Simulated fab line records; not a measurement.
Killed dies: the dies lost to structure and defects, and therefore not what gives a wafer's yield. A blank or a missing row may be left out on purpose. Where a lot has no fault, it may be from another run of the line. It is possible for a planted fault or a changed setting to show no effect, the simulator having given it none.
Lot-split experiment / flow gf180mcu / on a route of 602 steps: 5 lots, 23 wafers read

SPLIT DETAILS
At GF_MVPSD_COAT_02 (resist thk 3000 nm), the setting resist thk nm was moved away from the recipe's 3000 nm on 10 of the 23 wafers read, by -5.5% to +5.6%. For the rest of the wafers, this setting stayed at what the recipe calls for.

The reading is taken at the split's own step.

THE READING
coat_of_MVPSD_COAT_02.thk nm (the simulator's own value, which no gauge read), in nm, at GF_MVPSD_COAT_02 (resist thk 3000 nm). No usual value for it is given in the file. Average 3003 nm, standard deviation 6.8 nm, over the 13 wafers here run with the recipe.

wafer=L074.1; tool, chamber at the split=litho track-03, 0; resist thk nm as run, nm=3133; against the recipe=+4.4%; coat_of_MVPSD_COAT_02.thk nm, nm=3143; against lot-mates on the recipe=+136
wafer=L074.2; tool, chamber at the split=litho track-03, 0; resist thk nm as run, nm=3000; against the recipe=recipe; coat_of_MVPSD_COAT_02.thk nm, nm=3006; against lot-mates on the recipe=-
wafer=L074.4; tool, chamber at the split=litho track-03, 0; resist thk nm as run, nm=3133; against the recipe=+4.4%; coat_of_MVPSD_COAT_02.thk nm, nm=3137; against lot-mates on the recipe=+130
wafer=L074.5; tool, chamber at the split=litho track-03, 0; resist thk nm as run, nm=3000; against the recipe=recipe; coat_of_MVPSD_COAT_02.thk nm, nm=3007; against lot-mates on the recipe=-
wafer=L074.6; tool, chamber at the split=litho track-03, 0; resist thk nm as run, nm=3133; against the recipe=+4.4%; coat_of_MVPSD_COAT_02.thk nm, nm=3139; against lot-mates on the recipe=+132
wafer=L075.1; tool, chamber at the split=litho track-04, 0; resist thk nm as run, nm=3000; against the recipe=recipe; coat_of_MVPSD_COAT_02.thk nm, nm=3008; against lot-mates on the recipe=-
wafer=L075.5; tool, chamber at the split=litho track-04, 0; resist thk nm as run, nm=3000; against the recipe=recipe; coat_of_MVPSD_COAT_02.thk nm, nm=3004; against lot-mates on the recipe=-
wafer=L075.6; tool, chamber at the split=litho track-04, 0; resist thk nm as run, nm=3000; against the recipe=recipe; coat_of_MVPSD_COAT_02.thk nm, nm=3004; against lot-mates on the recipe=-
wafer=L078.1; tool, chamber at the split=litho track-01, 0; resist thk nm as run, nm=3000; against the recipe=recipe; coat_of_MVPSD_COAT_02.thk nm, nm=2994; against lot-mates on the recipe=-
wafer=L078.3; tool, chamber at the split=litho track-01, 0; resist thk nm as run, nm=3169; against the recipe=+5.6%; coat_of_MVPSD_COAT_02.thk nm, nm=3178; against lot-mates on the recipe=+182
wafer=L078.4; tool, chamber at the split=litho track-01, 0; resist thk nm as run, nm=3169; against the recipe=+5.6%; coat_of_MVPSD_COAT_02.thk nm, nm=3171; against lot-mates on the recipe=+175
wafer=L078.5; tool, chamber at the split=litho track-01, 0; resist thk nm as run, nm=3169; against the recipe=+5.6%; coat_of_MVPSD_COAT_02.thk nm, nm=3179; against lot-mates on the recipe=+183
wafer=L078.6; tool, chamber at the split=litho track-01, 0; resist thk nm as run, nm=3000; against the recipe=recipe; coat_of_MVPSD_COAT_02.thk nm, nm=2998; against lot-mates on the recipe=-
wafer=L079.1; tool, chamber at the split=litho track-03, 0; resist thk nm as run, nm=3052; against the recipe=+1.7%; coat_of_MVPSD_COAT_02.thk nm, nm=3057; against lot-mates on the recipe=+45
wafer=L079.3; tool, chamber at the split=litho track-03, 0; resist thk nm as run, nm=3000; against the recipe=recipe; coat_of_MVPSD_COAT_02.thk nm, nm=3007; against lot-mates on the recipe=-
wafer=L079.4; tool, chamber at the split=litho track-03, 0; resist thk nm as run, nm=3000; against the recipe=recipe; coat_of_MVPSD_COAT_02.thk nm, nm=3016; against lot-mates on the recipe=-
wafer=L079.5; tool, chamber at the split=litho track-03, 0; resist thk nm as run, nm=3052; against the recipe=+1.7%; coat_of_MVPSD_COAT_02.thk nm, nm=3066; against lot-mates on the recipe=+54
wafer=L079.6; tool, chamber at the split=litho track-03, 0; resist thk nm as run, nm=3000; against the recipe=recipe; coat_of_MVPSD_COAT_02.thk nm, nm=3012; against lot-mates on the recipe=-
wafer=L085.1; tool, chamber at the split=litho track-04, 0; resist thk nm as run, nm=3000; against the recipe=recipe; coat_of_MVPSD_COAT_02.thk nm, nm=2991; against lot-mates on the recipe=-
wafer=L085.3; tool, chamber at the split=litho track-04, 0; resist thk nm as run, nm=3000; against the recipe=recipe; coat_of_MVPSD_COAT_02.thk nm, nm=2999; against lot-mates on the recipe=-
wafer=L085.4; tool, chamber at the split=litho track-04, 0; resist thk nm as run, nm=2836; against the recipe=-5.5%; coat_of_MVPSD_COAT_02.thk nm, nm=2830; against lot-mates on the recipe=-166
wafer=L085.5; tool, chamber at the split=litho track-04, 0; resist thk nm as run, nm=3000; against the recipe=recipe; coat_of_MVPSD_COAT_02.thk nm, nm=2998; against lot-mates on the recipe=-
wafer=L085.6; tool, chamber at the split=litho track-04, 0; resist thk nm as run, nm=2836; against the recipe=-5.5%; coat_of_MVPSD_COAT_02.thk nm, nm=2832; against lot-mates on the recipe=-164

FIT RESULTS
A straight line over all 23 wafers: coat_of_MVPSD_COAT_02.thk nm changes by +31 nm for each +1% of resist thk nm; r = +1.00; the points scatter about the line by 6.1 nm.
The same after taking each lot's own level away (the mean of its wafers on the recipe; 23 wafers): +30.8 nm for each +1%; r = +1.00; scatter 4.4 nm.
Per that fit: largest resist thk nm move, reading shift of 1.7e+02 nm.
The span of the lots' own levels, 2996.0 to 3011.7 nm, comes to 2.3 times the standard deviation stated above.
The two slopes agree, so the slope changes little with the lot-to-lot level.
Check: +173 nm against its lot-mates is what the line predicts for one of the wafers moved furthest among these (+5.6%) when that wafer is left out of the fit. It came out at +182 nm against them.

OTHER SPLITS ON THESE WAFERS
Other splits were also applied to these wafers ahead of the reading. Each is held against what the fit with the lots' levels taken away leaves over:
other split on the same wafers=GF_STI_COAT_07 resist thk nm; wafers away from the commonest value=10; r with coat_of_MVPSD_COAT_02.thk nm (lot level and that fit taken away)=-0.28
other split on the same wafers=GF_STI_WET_ETCH_17 temp c; wafers away from the commonest value=15; r with coat_of_MVPSD_COAT_02.thk nm (lot level and that fit taken away)=+0.08
other split on the same wafers=GF_DNWELL_COAT_02 spin rpm; wafers away from the commonest value=7; r with coat_of_MVPSD_COAT_02.thk nm (lot level and that fit taken away)=-0.26
other split on the same wafers=GF_NWELL_COAT_02 spin rpm; wafers away from the commonest value=8; r with coat_of_MVPSD_COAT_02.thk nm (lot level and that fit taken away)=-0.34
other split on the same wafers=GF_LVPWELL_IMPLANT_08 dose cm2; wafers away from the commonest value=5; r with coat_of_MVPSD_COAT_02.thk nm (lot level and that fit taken away)=+0.14

THE WHOLE CHAIN: every reading that the file lists as answering this split, in the file's order
step=GF_MVPSD_COAT_02; what it does=resist thk 3000 nm; reading=coat_of_MVPSD_COAT_02.thk nm (the simulator's own value, which no gauge read); change (the file's fit)=+30.8 nm for each +1% of the setting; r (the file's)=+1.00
step=GF_MVPSD_STRIP_10; what it does=strips in O2/N2; reading=strip time to endpoint s; change (the file's fit)=withheld for each +1% of the setting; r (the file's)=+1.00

FILE'S OWN FIT
coat_of_MVPSD_COAT_02.thk nm changes by +30.8 nm for each +1% of resist thk nm, r = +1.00.
